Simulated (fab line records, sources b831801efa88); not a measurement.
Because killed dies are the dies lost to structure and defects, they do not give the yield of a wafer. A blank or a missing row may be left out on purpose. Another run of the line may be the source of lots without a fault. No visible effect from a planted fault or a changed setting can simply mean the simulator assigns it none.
What tool caused it? | flow gf180mcu | 10 lots with 30 wafers sampled at 5 steps, on a route of 602 steps

== WHAT EACH GAUGE READ, for each wafer ==
GF_V4_OVL_MEAS_15. Usual: V4_OVL typically reads -4 nm, with standard deviation 5.4.
lot  | measured     | on         | V4_OVL (nm) | flag
L756 | day 24 08:07 | overlay-01 | -7 -12 -9   |
L757 | day 24 18:41 | overlay-02 | 3 1 4       |
L759 | day 25 11:44 | overlay-02 | 8 2 -1      |
L762 | day 26 18:31 | overlay-02 | -2 -1 0     |
L763 | day 26 22:31 | overlay-02 | -4 -8 -5    |
L764 | day 27 13:57 | overlay-01 | -8 -3 6     |
L774 | day 30 01:54 | overlay-01 | -2 -4 -5    |
L776 | day 30 15:38 | overlay-01 | -2 -1 -2    |
L777 | day 30 20:56 | overlay-01 | -12 -10 -6  |
L778 | day 31 03:04 | overlay-02 | -7 -11 -8   |

GF_MIM_THK_MEAS_11: measures by xrf. Usual: MIM_ALCU_THK typically reads 197.0 nm, with standard deviation 1.9.
lot  | measured     | on            | MIM_ALCU_THK (nm) | flag
L756 | day 24 10:05 | film metro-02 | 196.6 198.6 193.9 |
L757 | day 24 20:37 | film metro-01 | 199.9 196.9 198.2 |
L759 | day 25 13:40 | film metro-03 | 196.8 198.6 197.8 |
L762 | day 26 20:30 | film metro-03 | 208.9 211.4 210.0 | OFF
L763 | day 27 00:28 | film metro-02 | 210.7 211.9 207.4 | OFF
L764 | day 27 15:55 | film metro-02 | 196.3 197.2 198.0 |
L774 | day 30 03:56 | film metro-03 | 196.2 196.8 196.9 |
L776 | day 30 17:40 | film metro-03 | 198.2 197.5 198.3 |
L777 | day 30 22:56 | film metro-01 | 198.1 198.7 197.4 |
L778 | day 31 05:10 | film metro-01 | 196.4 195.2 195.7 |

== WHICH TOOL RAN EACH LOT (tool, then ch and the chambers of the sampled wafers, then the start) ==
lot  | GF_V4_CMP_26                  | GF_MIM_SPUTTER_00            | GF_MIM_SPUTTER_09
L756 | cmp-02 ch 0,2,3, day 24 09:20 | pvd sputter-03, day 24 09:32 | pvd sputter-02, day 24 09:55
L757 | cmp-01 ch 0,1,2, day 24 19:46 | pvd sputter-02, day 24 20:04 | pvd sputter-04, day 24 20:26
L759 | cmp-02 ch 1,3, day 25 12:50   | pvd sputter-03, day 25 13:08 | pvd sputter-04, day 25 13:31
L762 | cmp-01 ch 0,2, day 26 19:43   | pvd sputter-03, day 26 19:58 | pvd sputter-04, day 26 20:20
L763 | cmp-01 ch 1,3, day 26 23:41   | pvd sputter-04, day 26 23:56 | pvd sputter-02, day 27 00:19
L764 | cmp-02 ch 0,2,3, day 27 15:07 | pvd sputter-03, day 27 15:22 | pvd sputter-02, day 27 15:45
L774 | cmp-02 ch 0,3, day 30 03:05   | pvd sputter-02, day 30 03:23 | pvd sputter-03, day 30 03:46
L776 | cmp-02 ch 0,2,3, day 30 16:50 | pvd sputter-02, day 30 17:08 | pvd sputter-04, day 30 17:31
L777 | cmp-02 ch 0,2, day 30 22:10   | pvd sputter-04, day 30 22:25 | pvd sputter-02, day 30 22:47
L778 | cmp-01 ch 0,3, day 31 04:22   | pvd sputter-02, day 31 04:37 | pvd sputter-04, day 31 05:00
- GF_V4_CMP_26: polishes, stops on SiO2, t overpolish 15 s, target thk 0 nm.
- GF_MIM_SPUTTER_00: material Ti, target thk 37.5 nm, time 150 s.
- GF_MIM_SPUTTER_09: material TiN, target thk 35 nm, time 29.2 s.

== WHAT THE TOOLS THEMSELVES READ (means of the sampled wafers that have a number; where no wafer has one, the mark that the record gives instead) ==
GF_V4_CMP_26. Usual: motor current A 11.2 A, standard deviation 0.84; overpolish run s 15.000 s, standard deviation 0.0095; platen rpm 60.00 rpm, standard deviation 0.036; time to endpoint s 85.8 s, standard deviation 2.8.
lot  | tool   | motor current A (A) | overpolish run s (s) | platen rpm (rpm) | time to endpoint s (s) | flag
L756 | cmp-02 | 10.9                | 15.008               | 60.00            | 83.8                   |
L757 | cmp-01 | 10.7                | 14.997               | 60.03            | 83.0                   |
L759 | cmp-02 | 11.4                | 15.004               | 60.00            | 87.4                   |
L762 | cmp-01 | 10.5                | 14.995               | 59.97            | 87.8                   |
L763 | cmp-01 | 12.3                | 15.005               | 60.01            | 83.2                   |
L764 | cmp-02 | 11.1                | 14.991               | 59.98            | 84.1                   |
L774 | cmp-02 | 10.3                | 14.993               | 60.00            | 83.6                   |
L776 | cmp-02 | 11.0                | 14.991               | 60.01            | 85.3                   |
L777 | cmp-02 | 11.4                | 15.001               | 60.02            | 87.4                   |
L778 | cmp-01 | 11.7                | 15.002               | 60.02            | 88.3                   |

GF_MIM_SPUTTER_00. Usual: cathode dc power W 4000.0 W, standard deviation 0.76; chamber pressure pa 2.000 Pa, standard deviation 0.0038; substrate temp c 199.99 C, standard deviation 0.16; throttle valve pct 29.5 %, standard deviation 1.2.
lot  | tool           | cathode dc power W (W) | chamber pressure pa (Pa) | substrate temp c (C) | throttle valve pct (%) | flag
L756 | pvd sputter-03 | 3999.3                 | 2.002                    | 199.97               | 29.5                   |
L757 | pvd sputter-02 | 4000.8                 | 1.999                    | 199.89               | 28.3                   |
L759 | pvd sputter-03 | 4000.2                 | 2.000                    | 199.91               | 29.1                   |
L762 | pvd sputter-03 | 4000.4                 | 1.999                    | 200.03               | 29.4                   |
L763 | pvd sputter-04 | 3999.8                 | 2.002                    | 200.11               | 30.1                   |
L764 | pvd sputter-03 | 3999.9                 | 2.004                    | 200.03               | 28.9                   |
L774 | pvd sputter-02 | 4000.1                 | 1.996                    | 199.97               | 28.7                   |
L776 | pvd sputter-02 | 4000.6                 | 1.998                    | 199.93               | 28.9                   |
L777 | pvd sputter-04 | 4000.0                 | 1.995                    | 200.05               | 29.6                   |
L778 | pvd sputter-02 | 4000.3                 | 1.999                    | 200.11               | 28.8                   |

GF_MIM_SPUTTER_09. Usual: cathode dc power W 6499.9 W, standard deviation 1.2; chamber pressure pa 0.4000 Pa, standard deviation 0.00075; throttle valve pct 29.3 %, standard deviation 1.2.
lot  | tool           | cathode dc power W (W) | chamber pressure pa (Pa) | throttle valve pct (%) | flag
L756 | pvd sputter-02 | 6500.6                 | 0.4007                   | 27.9                   |
L757 | pvd sputter-04 | 6500.4                 | 0.4000                   | 30.2                   |
L759 | pvd sputter-04 | 6500.8                 | 0.4003                   | 30.3                   |
L762 | pvd sputter-04 | -                      | -                        | -                      | OFF
L763 | pvd sputter-02 | -                      | -                        | -                      | OFF
L764 | pvd sputter-02 | 6499.9                 | 0.3993                   | 29.1                   |
L774 | pvd sputter-03 | 6499.6                 | 0.4004                   | 30.3                   |
L776 | pvd sputter-04 | 6500.0                 | 0.3997                   | 30.2                   |
L777 | pvd sputter-02 | 6498.9                 | 0.3997                   | 28.8                   |
L778 | pvd sputter-04 | 6501.0                 | 0.4001                   | 30.3                   |

== THE ANSWER, worked out from the rows above alone ==
Rule: a lot counts as off when the mean over its wafers that have a number is more than 3 standard deviations away from the usual mean. A lot without any number at a reading at which 4 lots or more have one is off too. The other lots that the step has rows for count as sound. Order of review: gauges by route order, followed by the tools' own readings, for which a lot's mean as printed above is used. At the first step where some lot is off, the reading lying furthest off is the one used; lots without a number count as furthest.
Off: L762, L763, at GF_MIM_THK_MEAS_11 (MIM_ALCU_THK).
If a tool, at a process step before that reading, ran all the lots that are off and no sound lot after the first of them, it fits. The gauges at GF_MIM_THK_MEAS_11 aren't tried: what is off there is off at GF_MIM_SPUTTER_09 too, on other tools, and a gauge's error can't cause that. No candidate that was tried fits.

== WHAT THE SIMULATOR PUT IN ==
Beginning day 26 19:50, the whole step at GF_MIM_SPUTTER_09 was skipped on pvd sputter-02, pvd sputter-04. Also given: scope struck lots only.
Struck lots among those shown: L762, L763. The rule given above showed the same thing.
